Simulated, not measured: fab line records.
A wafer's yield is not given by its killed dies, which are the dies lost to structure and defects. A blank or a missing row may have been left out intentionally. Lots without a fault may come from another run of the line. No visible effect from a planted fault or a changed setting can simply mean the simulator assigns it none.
fab line records / flow sfqLine
[record] lots = 14 wafers = 42 lastDay = 97
route steps=325 shown L0@10
lots that met no fault: taken from a fault-free run of the same line
startH: the number of hours between the record's first day and the start of the first shown wafer of the lot / waitH: hours elapsed since this lot's preceding step / " unchanged from the row above / L1.1+2: a row that stands for several wafers / - either no value or no given start / * or withheld: withheld / < > ~ a bound
route shown NAME@n: a module of which the file shows steps, and the number in the route of the first / usual: mean/standard deviation of fault-free wafers / same: alike in all rows / chamber/n: place in a boat / sites: each site's reading / _std_site: how widely they spread, as a standard deviation / _edge_site: outer sites' mean less inner sites' / radiusMm: how far each site lies from the wafer's centre / mask NAME#n: copy n / behind: the last tool/chamber to shape the wafer / hold: why the lot went on hold/how many hours it stayed there/how the hold came to an end / device: names the non-switching transistor (n, p or np) / end of line: at the end of the route, the tests of the same wafers / step lacking rows: just its recipe / killed: count of dies lost to structure and defects at first sort (not the wafer's yield) / map: a wafer's dies, marking killed ones x, the rest . and places with no die _
set.NAME: the run value of the setting; set.NAME@STEP: its run value at that earlier step / model.NAME: the simulator's own value behind a step, which no gauge read
steps of the route over a sample of lots; a table a step, a row a wafer
[[steps]]
[step SFQ_TRILAYER_L0_LITHO_PEB_008]
[recipe] pebTempC = 115 pebTimeS = 60 resist = KrF
[usual] heaterPowerTotalW = 79.15/0.067 plateTempC = 115.02/0.14
lot.wafer=L588.1 tool=lithoTrack-02 chamber=0 startH=86.61 waitH=1.0 heaterPowerTotalW=79.19 plateTempC=115.07
lot.wafer=L588.2 tool=lithoTrack-02 chamber=0 startH=86.61 waitH=1.0 heaterPowerTotalW=79.15 plateTempC=114.87
lot.wafer=L588.5 tool=lithoTrack-02 chamber=0 startH=86.61 waitH=1.0 heaterPowerTotalW=79.17 plateTempC=115.07
lot.wafer=L589.1 tool=lithoTrack-02 chamber=0 startH=89.01 waitH=1.0 heaterPowerTotalW=79.26 plateTempC=115.08
lot.wafer=L589.2 tool=lithoTrack-02 chamber=0 startH=89.01 waitH=1.0 heaterPowerTotalW=79.08 plateTempC=115.17
lot.wafer=L589.5 tool=lithoTrack-02 chamber=0 startH=89.01 waitH=1.0 heaterPowerTotalW=79.07 plateTempC=115.02
lot.wafer=L590.1 tool=lithoTrack-01 chamber=0 startH=96.21 waitH=1.0 heaterPowerTotalW=79.15 plateTempC=115.23
lot.wafer=L590.5 tool=lithoTrack-01 chamber=0 startH=96.21 waitH=1.0 heaterPowerTotalW=79.21 plateTempC=115.11
lot.wafer=L590.6 tool=lithoTrack-01 chamber=0 startH=96.21 waitH=1.0 heaterPowerTotalW=79.22 plateTempC=115.00
lot.wafer=L593.1 tool=lithoTrack-02 chamber=0 startH=116.61 waitH=1.0 heaterPowerTotalW=79.25 plateTempC=114.84
lot.wafer=L593.4 tool=lithoTrack-02 chamber=0 startH=116.61 waitH=1.0 heaterPowerTotalW=79.08 plateTempC=114.89
lot.wafer=L593.5 tool=lithoTrack-02 chamber=0 startH=116.61 waitH=1.0 heaterPowerTotalW=79.08 plateTempC=115.01
lot.wafer=L595.3 tool=lithoTrack-02 chamber=0 startH=149.47 waitH=0.7 heaterPowerTotalW=78.47 plateTempC=114.10
lot.wafer=L595.4 tool=lithoTrack-02 chamber=0 startH=149.47 waitH=0.7 heaterPowerTotalW=78.30 plateTempC=113.99
lot.wafer=L595.6 tool=lithoTrack-02 chamber=0 startH=149.47 waitH=0.7 heaterPowerTotalW=78.38 plateTempC=114.10
lot.wafer=L598.3 tool=lithoTrack-02 chamber=0 startH=163.99 waitH=0.7 heaterPowerTotalW=78.32 plateTempC=114.03
lot.wafer=L598.5 tool=lithoTrack-02 chamber=0 startH=163.99 waitH=0.7 heaterPowerTotalW=78.19 plateTempC=113.91
lot.wafer=L598.6 tool=lithoTrack-02 chamber=0 startH=163.99 waitH=0.7 heaterPowerTotalW=78.39 plateTempC=114.02
lot.wafer=L599.3 tool=lithoTrack-01 chamber=0 startH=168.79 waitH=0.7 heaterPowerTotalW=79.14 plateTempC=115.15
lot.wafer=L599.4 tool=lithoTrack-01 chamber=0 startH=168.79 waitH=0.7 heaterPowerTotalW=79.21 plateTempC=115.00
lot.wafer=L599.5 tool=lithoTrack-01 chamber=0 startH=168.79 waitH=0.7 heaterPowerTotalW=79.28 plateTempC=115.09
lot.wafer=L602.1 tool=lithoTrack-04 chamber=0 startH=186.74 waitH=1.0 heaterPowerTotalW=79.26 plateTempC=115.17
lot.wafer=L602.3 tool=lithoTrack-04 chamber=0 startH=186.74 waitH=1.0 heaterPowerTotalW=79.24 plateTempC=115.01
lot.wafer=L602.6 tool=lithoTrack-04 chamber=0 startH=186.74 waitH=1.0 heaterPowerTotalW=79.22 plateTempC=115.11
lot.wafer=L604.3 tool=lithoTrack-01 chamber=0 startH=201.19 waitH=0.7 heaterPowerTotalW=79.08 plateTempC=114.88
lot.wafer=L604.5 tool=lithoTrack-01 chamber=0 startH=201.19 waitH=0.7 heaterPowerTotalW=79.23 plateTempC=114.95
lot.wafer=L604.6 tool=lithoTrack-01 chamber=0 startH=201.19 waitH=0.7 heaterPowerTotalW=79.18 plateTempC=115.11
lot.wafer=L605.3 tool=lithoTrack-01 chamber=0 startH=208.39 waitH=0.7 heaterPowerTotalW=79.08 plateTempC=114.88
lot.wafer=L605.4 tool=lithoTrack-01 chamber=0 startH=208.39 waitH=0.7 heaterPowerTotalW=79.21 plateTempC=115.08
lot.wafer=L605.5 tool=lithoTrack-01 chamber=0 startH=208.39 waitH=0.7 heaterPowerTotalW=79.16 plateTempC=114.91
lot.wafer=L606.1 tool=lithoTrack-01 chamber=0 startH=211.94 waitH=1.0 heaterPowerTotalW=79.18 plateTempC=115.09
lot.wafer=L606.3 tool=lithoTrack-01 chamber=0 startH=211.94 waitH=1.0 heaterPowerTotalW=79.20 plateTempC=114.75
lot.wafer=L606.4 tool=lithoTrack-01 chamber=0 startH=211.94 waitH=1.0 heaterPowerTotalW=79.15 plateTempC=114.89
lot.wafer=L608.3 tool=lithoTrack-01 chamber=0 startH=225.32 waitH=0.7 heaterPowerTotalW=79.10 plateTempC=115.01
lot.wafer=L608.4 tool=lithoTrack-01 chamber=0 startH=225.32 waitH=0.7 heaterPowerTotalW=79.17 plateTempC=115.03
lot.wafer=L608.5 tool=lithoTrack-01 chamber=0 startH=225.32 waitH=0.7 heaterPowerTotalW=79.16 plateTempC=114.93
lot.wafer=L610.1 tool=lithoTrack-02 chamber=0 startH=233.67 waitH=1.0 heaterPowerTotalW=79.24 plateTempC=115.44
lot.wafer=L610.5 tool=lithoTrack-02 chamber=0 startH=233.67 waitH=1.0 heaterPowerTotalW=79.17 plateTempC=115.28
lot.wafer=L610.6 tool=lithoTrack-02 chamber=0 startH=233.67 waitH=1.0 heaterPowerTotalW=79.25 plateTempC=115.07
lot.wafer=L611.1 tool=lithoTrack-02 chamber=0 startH=237.27 waitH=1.0 heaterPowerTotalW=79.21 plateTempC=115.07
lot.wafer=L611.4 tool=lithoTrack-02 chamber=0 startH=237.27 waitH=1.0 heaterPowerTotalW=79.19 plateTempC=115.31
lot.wafer=L611.6 tool=lithoTrack-02 chamber=0 startH=237.27 waitH=1.0 heaterPowerTotalW=79.17 plateTempC=115.19
[[key]]
[firstSign] step = SFQ_TRILAYER_L0_LITHO_PEB_008 reading = heaterPowerTotalW direction = down sigmas = 12 usual = 79.15 struck = 78.34
[effect] step = SFQ_TRILAYER_L0_LITHO_PEB_008 reading = plateTempC direction = down sigmas = 7 usual = * struck = *
metAt SFQ_TRILAYER_L0_LITHO_PEB_008
struckLots L595,L598
onsetBetween 116.61 149.47
[fault] kind = processParameterDrift tool = lithoTrack-02 chamber = - onsetH = 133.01 steps = SFQ_TRILAYER_L0_LITHO_PEB_008 channel = pebTempC offset = * shape = step endH = 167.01 actsIn = * stated = *
